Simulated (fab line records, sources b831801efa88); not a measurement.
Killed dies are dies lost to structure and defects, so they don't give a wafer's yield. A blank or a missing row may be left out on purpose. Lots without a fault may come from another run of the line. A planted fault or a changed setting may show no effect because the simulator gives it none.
Problem report in the 8D (eight disciplines) form, filled by code | flow sky130 | the parts of the form that need people (team, actions taken, sign-off) are left out

1. THE PROBLEM
RES_XHIGH_RS at SKY_SD_N_RS_MEAS_18 reads a mean of 349.3 ohm/sq on 2 wafers of 1 lot; wafers without a fault read 333.7 ohm/sq with a standard deviation of 1.3. That is +12 standard deviations from the usual mean.
The step: measures by four-point-probe.
First seen on wafer L202.1, day 32 00:59, on film_metro-02. The record holds 36 wafers of 12 lots with a number at this step. Rule for "out", or "out of limits": more than 4 standard deviations from the usual mean. The other wafers with a number count as sound.

2. WHAT IT IS AND WHAT IT IS NOT
question                    | is                | is not
which readings at this step | RES_XHIGH_RS      | -
which lots                  | L202              | L191, L192, L193, L194, L196, L198, L199, L200, L201, L205, L211
which wafers of those lots  | L202.1, L202.5    | L202.4
read on which gauges        | film_metro-02     | film_metro-03, film_metro-04
when                        | from day 32 00:59 | up to then (28 sound wafers); but 6 sound wafers of L205, L211 came after

3. SUSPECTS, AND WHAT RULES EACH OUT
Counting: a tool at a process step up to the reading stays a suspect if it ran every lot that is out. Sound lots after the first of them don't rule it out here, since some wafers of a struck lot are sound.
- the gauge at SKY_SD_N_RS_MEAS_18: kept. All the wafers that are out were read on film_metro-02, and no step on other tools shows them out.
- rie_diel-04 at SKY_SPACER_ETCHBACK_02 (etches Si3N4 in CH3F/O2, stops on SiO2, time 46.7 s, target depth 45 nm): kept. It ran the lot that is out, L202 (day 27 07:33); its last sound lot up to then is L201 (day 26 23:59).
- implanter-03 at SKY_RES_XHIGH_IMPLANT_07: kept. It ran the lot that is out, L202 (day 30 20:13); its last sound lot up to then is L201 (day 30 11:34).
- Within rie_diel-04 at SKY_SPACER_ETCHBACK_02: the wafers that are out ran in chamber 2; their sound lot-mates ran in chamber 3.
Left after counting: rie_diel-04 at SKY_SPACER_ETCHBACK_02, implanter-03 at SKY_RES_XHIGH_IMPLANT_07, film_metro-02 at SKY_SD_N_RS_MEAS_18.

4. THE CAUSE (what the simulator had put in)
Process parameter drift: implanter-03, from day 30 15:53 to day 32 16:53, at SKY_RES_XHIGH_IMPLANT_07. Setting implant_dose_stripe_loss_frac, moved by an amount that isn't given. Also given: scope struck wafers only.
Counting left 3 suspects, and this tool is among them.

5. THE CHAIN OF EFFECTS, in route order
Each row: a reading whose mean over the struck wafers that have a number lies more than 3 standard deviations from the usual. Only readings for which the record gives a usual standard deviation are gone through. hours: the time from each lot's start at the first step in this table that gives one to its start at this step, as a median over the lots. sigmas: the change in usual standard deviations.
hours | step                | reading      | usual        | on struck wafers | change | sigmas
0     | SKY_SD_N_RS_MEAS_18 | RES_XHIGH_RS | 333.7 ohm/sq | 349.3            | +15.6  | +12
Later measuring or inspecting steps at which every struck wafer that the step has a row for has a number for every such reading, and none has moved that far: SKY_LI_CONTACT_BOW_MEAS_03.

6. WHAT WOULD HAVE CAUGHT IT SOONER
In this record the first reading out of limits at a measuring or inspecting step was taken at day 32 00:59, 33 hours after the fault began at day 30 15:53.
Of the tool readings at SKY_RES_XHIGH_IMPLANT_07 for which the record gives a usual standard deviation, none was out on any struck wafer, so an alarm limit of 4 standard deviations on them would not have fired.
All the lots that are out (1) had begun SKY_RES_XHIGH_IMPLANT_07 on implanter-03 by day 32 00:59. A hold on the tool at that time would have spared none of them.
